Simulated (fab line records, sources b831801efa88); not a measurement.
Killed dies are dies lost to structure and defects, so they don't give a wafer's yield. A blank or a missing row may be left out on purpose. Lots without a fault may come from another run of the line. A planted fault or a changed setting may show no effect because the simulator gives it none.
Chamber matching | flow sky130 | SKY_VIA1_ETCH_15 on rie_diel-02: 4 sister chambers
The step etches SiO2 in C4F8/O2/Ar, stops on TiN, target depth 351 nm, time 54 s. 8 wafers are shown with their chamber, then 8 later ones without.

WAFERS WITH THEIR CHAMBER
wafer  | chamber | oes_product_au (a.u.)
L077.4 | 0       | 0.977
L079.4 | 0       | 0.986
L082.2 | 3       | 0.980
L082.3 | 2       | 0.979
L082.4 | 1       | 0.983
L082.5 | 3       | 0.979
L082.6 | 2       | 0.988
L090.1 | 1       | 0.986

WAFERS WITHOUT THEIR CHAMBER
wafer  | oes_product_au (a.u.)
L090.2 | 0.982
L090.6 | 0.980
L097.1 | 0.952
L097.2 | 0.973
L097.3 | 0.984
L097.4 | 0.975
L097.5 | 0.979
L097.6 | 0.956

WHICH CHAMBER EACH WENT THROUGH
wafer  | from the rows above               | in truth
L090.2 | can't be placed: 0 or 2 or 1 or 3 | 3
L090.6 | can't be placed: 3 or 0 or 2 or 1 | 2
L097.1 | can't be placed: 3 or 0 or 2 or 1 | 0
L097.2 | can't be placed: 3 or 0 or 2 or 1 | 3
L097.3 | can't be placed: 1 or 2 or 0 or 3 | 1
L097.4 | can't be placed: 3 or 0 or 2 or 1 | 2
L097.5 | can't be placed: 3 or 0 or 2 or 1 | 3
L097.6 | can't be placed: 3 or 0 or 2 or 1 | 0
Placed correctly: 0 of 8. Can't be placed from these rows: 8 (the true chamber is among the candidates in 8). Placed wrongly: 0.
How it was worked out, from the rows above alone: a wafer's distance from a chamber is the root of the sum, over the readings, of the square of ((its reading less the chamber's mean) divided by the reading's scatter). The wafer belongs to the nearest chamber; if the next one is less than 2 further off, it can't be placed. A chamber's mean is the mean of its shown wafers. The scatter: the root of (the sum of the squares of (reading less its chamber's mean) over the shown wafers, divided by (wafers less chambers)).
